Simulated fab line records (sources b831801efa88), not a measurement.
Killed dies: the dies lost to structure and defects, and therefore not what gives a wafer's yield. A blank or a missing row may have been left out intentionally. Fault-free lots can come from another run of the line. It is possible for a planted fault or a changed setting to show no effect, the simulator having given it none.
A struck lot beside a sound one -- flow gf180mcu -- 43 steps out of a route of 602
Sound: the wafers L277.1, L277.2, L277.5. Wafers struck: L287.1, L287.2, L287.4. Last of all comes the cause.
Each step with rows lists, per side, the tool, then ch with its chambers, then its first start. Under that, the readings that differ: sound wafers -- struck wafers -- difference of the means -- sigmas: that difference in standard deviations of wafers without a fault.
alike: readings with means less than 2 such deviations apart, plus words and numbers identical on both sides. not compared: withheld readings, readings lacking a value on some wafer, bounds such as >300 that could conceal the same value, and numbers that have no deviation in the record and whose values overlap.
The two part at a step that has a row with sigmas, a row that says differs or no value, or rows on one side only. Non-overlapping numbers with no deviation appear without sigmas and do not part them. Lack of a reading on every wafer of one side parts them only where that side has two or more wafers.

first, 7 steps without rows for these wafers: GF_SAB_DEHYDRATE_02 (time 60 s); GF_SAB_HMDS_03 (prime time 60 s); GF_SAB_COAT_04 (resist thk 1000 nm); GF_SAB_SOFTBAKE_05 (time 60 s); GF_SAB_EXPOSE_06 (exposes mask SAB, target cd 420 nm); GF_SAB_PEB_07; GF_SAB_DEVELOP_08 (develop time 60 s).
GF_SAB_CD_MEAS_09: target cd 420 nm.
  sound on cd_sem-01 at day 17 07:33; struck on cd_sem-01 at day 20 21:03
  alike: cd_nm
GF_SAB_OVL_MEAS_10:
  sound on overlay-02 at day 17 07:40; struck on overlay-01 at day 20 21:12
  alike: SAB_OVL
GF_SAB_ETCH_11: etches SiO2 in C4F8/O2/Ar, target depth 55 nm, time 8.5 s.
  sound on rie_diel-01 ch 0,2, day 17 07:42; struck on rie_diel-04 ch 1,2,3, day 20 21:14
  alike: oes_product_au
  not compared: rf_hours_counter_h
then, 2 steps without rows for these wafers: GF_SAB_WET_ETCH_12 (etches SiO2 in dHF, target depth 22 nm, time 440 s); GF_SAB_STRIP_13 (strips in O2/N2).
GF_SALICIDE_CLEAN_00: cleans in SC1/SC2, time 150 s.
  sound on wet_bench-01 ch 2, day 17 07:57; struck on wet_bench-02 ch 0, day 20 21:29
then, 2 steps without rows for these wafers: GF_SALICIDE_WET_ETCH_01 (etches SiO2 in dHF, target depth 5 nm, time 100 s); GF_SALICIDE_SPUTTER_02 (material Co, target thk 10 nm, time 20 s).
GF_SALICIDE_SPUTTER_03: material TiN, target thk 20 nm, time 16.7 s.
  sound on pvd_sputter-04 at day 17 08:10; struck on pvd_sputter-04 at day 20 21:37
  alike: cathode_dc_power_W, throttle_valve_pct
GF_SALICIDE_RS_MEAS_04: uses a four-point probe to measure.
  sound on film_metro-01 at day 17 08:12; struck on film_metro-01 at day 20 21:38
  alike: SALICIDE_TIN_RS
GF_SALICIDE_THK_MEAS_05: measures by xrf.
  sound on film_metro-01 at day 17 08:19; struck on film_metro-01 at day 20 21:46
reading,sound,struck,difference,sigmas
SALICIDE_TIN_THK (nm),19.40 19.54 19.50,20.42 20.12 20.08,+0.73,+3
then, 2 steps without rows for these wafers: GF_SALICIDE_RTA_06 (time 30 s); GF_SALICIDE_WET_ETCH_07 (etches the open film in SPM, target depth 120 nm).
GF_SALICIDE_RTA_08: time 30 s.
  sound on rtp_anneal-02 ch 0, day 17 08:40; struck on rtp_anneal-02 ch 0, day 20 22:01
  alike: lamp_power_pct, wafer_temp_C_max
then, 1 step without rows for these wafers: GF_CONTACT_CVD_00 (deposits SiO2, target thk 300 nm, time 50 s).
GF_CONTACT_THK_MEAS_01:
  sound on film_metro-03 at day 17 08:48; struck on film_metro-03 at day 20 22:09
  alike: CONTACT_CVD_00_THK
then, 1 step without rows for these wafers: GF_CONTACT_CVD_02 (deposits SiO2 from TEOS, target thk 860 nm, time 95.992 s).
GF_CONTACT_THK_MEAS_03:
  sound on film_metro-03 at day 17 08:58; struck on film_metro-03 at day 20 22:17
  alike: CONTACT_CVD_02_THK
GF_CONTACT_CMP_04: polishes SiO2.
  sound on cmp-01 ch 1,2,3, day 17 09:08; struck on cmp-01 ch 0,1,3, day 20 22:32
  alike: edge_zone_pressure_frac, motor_current_A, slurry_filter_dp_kPa, time_to_endpoint_s
GF_CONTACT_BOW_MEAS_05:
  sound on film_metro-04 at day 17 09:20; struck on film_metro-03 at day 20 22:50
  alike: CONTACT_BOW
then, 8 steps without rows for these wafers: GF_CONTACT_DEHYDRATE_06 (time 60 s); GF_CONTACT_HMDS_07 (prime time 60 s); GF_CONTACT_COAT_08; GF_CONTACT_COAT_09 (resist thk 1000 nm); GF_CONTACT_SOFTBAKE_10 (time 60 s); GF_CONTACT_EXPOSE_11 (exposes mask Contact, target cd 220 nm); GF_CONTACT_PEB_12 (peb time 90 s); GF_CONTACT_DEVELOP_13 (develop time 60 s).
GF_CONTACT_CD_MEAS_14: target cd 220 nm.
  sound on cd_sem-02 at day 18 09:12; struck on cd_sem-01 at day 21 22:59
  alike: cd_nm
GF_CONTACT_OVL_MEAS_15:
  sound on overlay-01 at day 18 09:19; struck on overlay-02 at day 21 23:07
  alike: CONTACT_OVL
then, 2 steps without rows for these wafers: GF_CONTACT_ETCH_16 (etches BARC in N2/H2); GF_CONTACT_ETCH_17 (etches SiO2 in C4F8/O2/Ar, stops on CoSi2, target depth 860 nm).
GF_CONTACT_STRIP_18: strips in O2/N2.
  sound on plasma_asher-02 ch 0,1, day 18 09:31; struck on plasma_asher-01 ch 0,1, day 21 23:19
  alike: drypump_motor_current_A, heater_power_w, n2_flow_sccm, oes_product_au
  not compared: rf_hours_counter_h
then, 2 steps without rows for these wafers: GF_CONTACT_CLEAN_19 (cleans in SPM); GF_CONTACT_CLEAN_20 (cleans in DIW).
-- the record jumps here: 12 days lie between the struck wafers' starts before and after (it left off in module CONTACT and takes up again in module PASSIVATION, whose first step shown is number 602 of the route) --
GF_PASSIVATION_PROBE_99:
  the record has rows for the struck wafers here (prober-02, day 33 11:52) and none for the sound ones

## WHERE THEY PART
At GF_SALICIDE_THK_MEAS_05 first; at GF_PASSIVATION_PROBE_99 last (within this record only).

WHY: whatever the simulator had introduced
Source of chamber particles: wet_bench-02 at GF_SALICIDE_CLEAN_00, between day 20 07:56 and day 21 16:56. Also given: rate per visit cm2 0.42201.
